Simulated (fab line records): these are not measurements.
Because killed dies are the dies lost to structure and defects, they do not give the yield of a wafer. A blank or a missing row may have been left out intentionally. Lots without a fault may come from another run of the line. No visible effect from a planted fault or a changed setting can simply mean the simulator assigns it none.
Which of the tools did it? | flow sfq line | 15 lots, 45 wafers sampled, at 4 steps of a route of 325

## WHAT EACH GAUGE READ, for each wafer
The record holds no reading of a measuring or inspecting step that can be judged against a usual standard deviation.

## WHAT TOOL EACH LOT RAN ON (gives the tool, then ch and the chambers of the sampled wafers, and finally the start)
lot  | SFQ_TRILAYER_M0_STRIP_STRIP_025   | SFQ_TRILAYER_M1_ETCH_METAL_ETCH_042 | SFQ_TRILAYER_I1_METRO_MEASURE_047 | SFQ_TRILAYER_I3_VIA_BARC_OPEN_VIA_ETCH_121
L898 | rie metal-01 ch 0,1, day 11 23:05 | rie metal-04 ch 0,1, day 24 02:00   | film metro-02, day 24 06:18       | rie diel-02 ch 1,2,3, day 44 17:15
L901 | rie metal-03 ch 0,1, day 12 05:05 | rie metal-04 ch 0,1, day 24 11:36   | film metro-01, day 24 16:54       | rie diel-04 ch 0,2,3, day 45 14:07
L902 | rie metal-03 ch 0,1, day 12 08:41 | rie metal-03 ch 0,1, day 24 14:00   | film metro-01, day 24 19:54       | rie diel-01 ch 0,1,2, day 45 16:31
L905 | rie metal-04 ch 0,1, day 14 09:01 | rie metal-02 ch 0,1, day 26 18:20   | film metro-02, day 26 22:48       | rie diel-01 ch 0,2,3, day 47 10:39
L906 | rie metal-01 ch 0,1, day 14 20:49 | rie metal-03 ch 0,1, day 27 00:18   | film metro-01, day 27 04:36       | rie diel-04 ch 0,2,3, day 48 08:15
L907 | rie metal-04 ch 0,1, day 15 10:01 | rie metal-02 ch 0,1, day 28 15:30   | film metro-01, day 29 00:05       | rie diel-02 ch 0,1,2, day 48 13:03
L908 | rie metal-04 ch 0,1, day 15 19:31 | rie metal-03 ch 0,1, day 29 17:34   | film metro-02, day 30 00:12       | rie diel-01 ch 0,2, day 49 03:27
L912 | rie metal-03 ch 0,1, day 17 18:31 | rie metal-03 ch 0,1, day 31 19:49   | film metro-02, day 32 00:52       | rie diel-01 ch 1,2, day 50 14:30
L914 | rie metal-04 ch 0,1, day 18 07:43 | rie metal-03 ch 0,1, day 32 09:01   | film metro-01, day 32 13:42       | rie diel-01 ch 0,1,3, day 51 21:40
L915 | rie metal-04 ch 0, day 18 12:19   | rie metal-02 ch 0,1, day 33 00:15   | film metro-02, day 33 04:32       | rie diel-01 ch 2,3, day 52 03:40
L916 | rie metal-01 ch 0,1, day 18 17:07 | rie metal-03 ch 1, day 33 03:51     | film metro-01, day 33 07:56       | rie diel-02 ch 0,2, day 52 06:02
L917 | rie metal-01 ch 0,1, day 18 21:34 | rie metal-04 ch 0,1, day 33 07:27   | film metro-01, day 33 12:08       | rie diel-01 ch 1,2, day 52 07:14
L918 | rie metal-01 ch 1, day 19 04:56   | rie metal-04 ch 0,1, day 33 11:03   | film metro-02, day 33 15:10       | rie diel-02 ch 1,3, day 52 17:55
L919 | rie metal-01 ch 1, day 19 16:56   | rie metal-03 ch 0,1, day 33 18:15   | film metro-02, day 33 22:20       | rie diel-01 ch 0,2,3, day 53 06:02
L920 | rie metal-01 ch 1, day 20 02:40   | rie metal-03 ch 0, day 33 21:51     | film metro-01, day 34 01:56       | rie diel-04 ch 0,1,2, day 53 07:47
- SFQ_TRILAYER_M0_STRIP_STRIP_025: strips in O2.
- SFQ_TRILAYER_M1_ETCH_METAL_ETCH_042: etches Nb in Cl2/Ar, stops on SiO2, target depth 240 nm, time 120 s.
- SFQ_TRILAYER_I1_METRO_MEASURE_047
- SFQ_TRILAYER_I3_VIA_BARC_OPEN_VIA_ETCH_121: etches BARC in O2, target depth 125 nm, time 41.7 s.

## WHAT THE TOOLS THEMSELVES READ (means of the sampled wafers that have a number; where no wafer has one, the mark that the record gives instead)
SFQ_TRILAYER_M0_STRIP_STRIP_025. Usual: drypump motor current A 5.9 A, standard deviation 0.41; oes product au 1.004 a.u., standard deviation 0.0068.
lot  | tool         | drypump motor current A (A) | oes product au (a.u.) | flag
L898 | rie metal-01 | 6.1                         | 1.002                 |
L901 | rie metal-03 | 6.1                         | 1.002                 |
L902 | rie metal-03 | 6.1                         | 1.001                 |
L905 | rie metal-04 | 5.3                         | 0.999                 |
L906 | rie metal-01 | 6.1                         | 1.000                 |
L907 | rie metal-04 | 5.6                         | 1.006                 |
L908 | rie metal-04 | 5.3                         | 1.014                 |
L912 | rie metal-03 | 6.1                         | 1.004                 |
L914 | rie metal-04 | 5.6                         | 1.008                 |
L915 | rie metal-04 | 5.1                         | 1.001                 |
L916 | rie metal-01 | 6.3                         | 1.000                 |
L917 | rie metal-01 | 6.2                         | 0.992                 |
L918 | rie metal-01 | 5.9                         | 1.004                 |
L919 | rie metal-01 | 5.9                         | 0.998                 |
L920 | rie metal-01 | 5.9                         | 1.002                 |

SFQ_TRILAYER_M1_ETCH_METAL_ETCH_042. Usual: bias w 80.00 W, standard deviation 0.25; chamber pressure mTorr 10.001 mTorr, standard deviation 0.012; drypump motor current A 5.8 A, standard deviation 0.4; oes product au 0.895 a.u., standard deviation 0.006.
lot  | tool         | bias w (W) | chamber pressure mTorr (mTorr) | drypump motor current A (A) | oes product au (a.u.) | flag
L898 | rie metal-04 | 80.16      | 10.010                         | 5.3                         | 0.898                 |
L901 | rie metal-04 | 80.26      | 9.994                          | 5.6                         | 0.898                 |
L902 | rie metal-03 | 79.86      | 10.005                         | 6.1                         | 0.901                 |
L905 | rie metal-02 | -          | -                              | -                           | -                     | OFF
L906 | rie metal-03 | -          | -                              | -                           | -                     | OFF
L907 | rie metal-02 | -          | -                              | -                           | -                     | OFF
L908 | rie metal-03 | 79.94      | 10.006                         | 6.1                         | 0.891                 |
L912 | rie metal-03 | 80.06      | 9.990                          | 6.0                         | 0.889                 |
L914 | rie metal-03 | 80.23      | 10.000                         | 6.1                         | 0.894                 |
L915 | rie metal-02 | 80.14      | 9.993                          | 5.7                         | 0.893                 |
L916 | rie metal-03 | 79.93      | 10.007                         | 6.0                         | 0.896                 |
L917 | rie metal-04 | 79.71      | 10.005                         | 5.6                         | 0.894                 |
L918 | rie metal-04 | 80.07      | 9.997                          | 5.6                         | 0.896                 |
L919 | rie metal-03 | 79.77      | 10.005                         | 6.1                         | 0.888                 |
L920 | rie metal-03 | 80.12      | 9.991                          | 6.1                         | 0.892                 |

SFQ_TRILAYER_I1_METRO_MEASURE_047. Usual: thk nm 200.3 nm, standard deviation 1.
lot  | tool          | thk nm (nm) | flag
L898 | film metro-02 | 201.5       |
L901 | film metro-01 | 200.7       |
L902 | film metro-01 | 200.5       |
L905 | film metro-02 | 201.4       |
L906 | film metro-01 | 201.2       |
L907 | film metro-01 | 199.1       |
L908 | film metro-02 | 199.9       |
L912 | film metro-02 | 199.4       |
L914 | film metro-01 | 199.7       |
L915 | film metro-02 | 200.2       |
L916 | film metro-01 | 198.8       |
L917 | film metro-01 | 200.7       |
L918 | film metro-02 | 199.6       |
L919 | film metro-02 | 200.3       |
L920 | film metro-01 | 199.8       |

SFQ_TRILAYER_I3_VIA_BARC_OPEN_VIA_ETCH_121. Usual: bias w 79.99 W, standard deviation 0.24; chamber pressure mTorr 30.002 mTorr, standard deviation 0.025; drypump motor current A 5.6 A, standard deviation 0.42; oes product au 0.685 a.u., standard deviation 0.0049.
lot  | tool        | bias w (W) | chamber pressure mTorr (mTorr) | drypump motor current A (A) | oes product au (a.u.) | flag
L898 | rie diel-02 | 80.04      | 30.008                         | 5.8                         | 0.687                 |
L901 | rie diel-04 | 80.12      | 30.016                         | 5.2                         | 0.686                 |
L902 | rie diel-01 | 80.09      | 29.999                         | 5.8                         | 0.684                 |
L905 | rie diel-01 | 79.92      | 30.028                         | 5.8                         | 0.685                 |
L906 | rie diel-04 | 80.02      | 30.006                         | 5.2                         | 0.691                 |
L907 | rie diel-02 | 79.83      | 30.000                         | 5.7                         | 0.688                 |
L908 | rie diel-01 | 80.02      | 29.998                         | 5.9                         | 0.686                 |
L912 | rie diel-01 | 80.09      | 30.006                         | 6.1                         | 0.680                 |
L914 | rie diel-01 | 79.87      | 30.025                         | 5.7                         | 0.683                 |
L915 | rie diel-01 | 79.89      | 29.996                         | 6.0                         | 0.685                 |
L916 | rie diel-02 | 79.72      | 30.004                         | 5.4                         | 0.685                 |
L917 | rie diel-01 | 80.17      | 30.004                         | 6.1                         | 0.685                 |
L918 | rie diel-02 | 79.83      | 29.998                         | 5.8                         | 0.689                 |
L919 | rie diel-01 | 80.13      | 29.987                         | 5.8                         | 0.681                 |
L920 | rie diel-04 | 80.14      | 30.009                         | 5.3                         | 0.688                 |

## THE ANSWER, worked out from the rows above alone
Rule: lot off if the mean of its wafers having a number is beyond 3 standard deviations from the usual mean. A lot without any number at a reading at which 4 lots or more have one is off too. All remaining lots with rows at the step are treated as sound. Order of review: gauges by route order, followed by the tools' own readings, for which a lot's mean as printed above is used. The first step at which some lot is off is used, and at that step the reading that is off furthest; a lot without a number counts as furthest.
Off at SFQ_TRILAYER_M1_ETCH_METAL_ETCH_042 (bias w): L905, L906, L907. Without a number there: L905, L906, L907.
If a tool, at that step or one of the process steps before it, ran each lot that is off and ran no sound lot following the first of them, it fits. Not one of the candidates tried fits.

## WHAT HAD BEEN PUT IN BY THE SIMULATOR
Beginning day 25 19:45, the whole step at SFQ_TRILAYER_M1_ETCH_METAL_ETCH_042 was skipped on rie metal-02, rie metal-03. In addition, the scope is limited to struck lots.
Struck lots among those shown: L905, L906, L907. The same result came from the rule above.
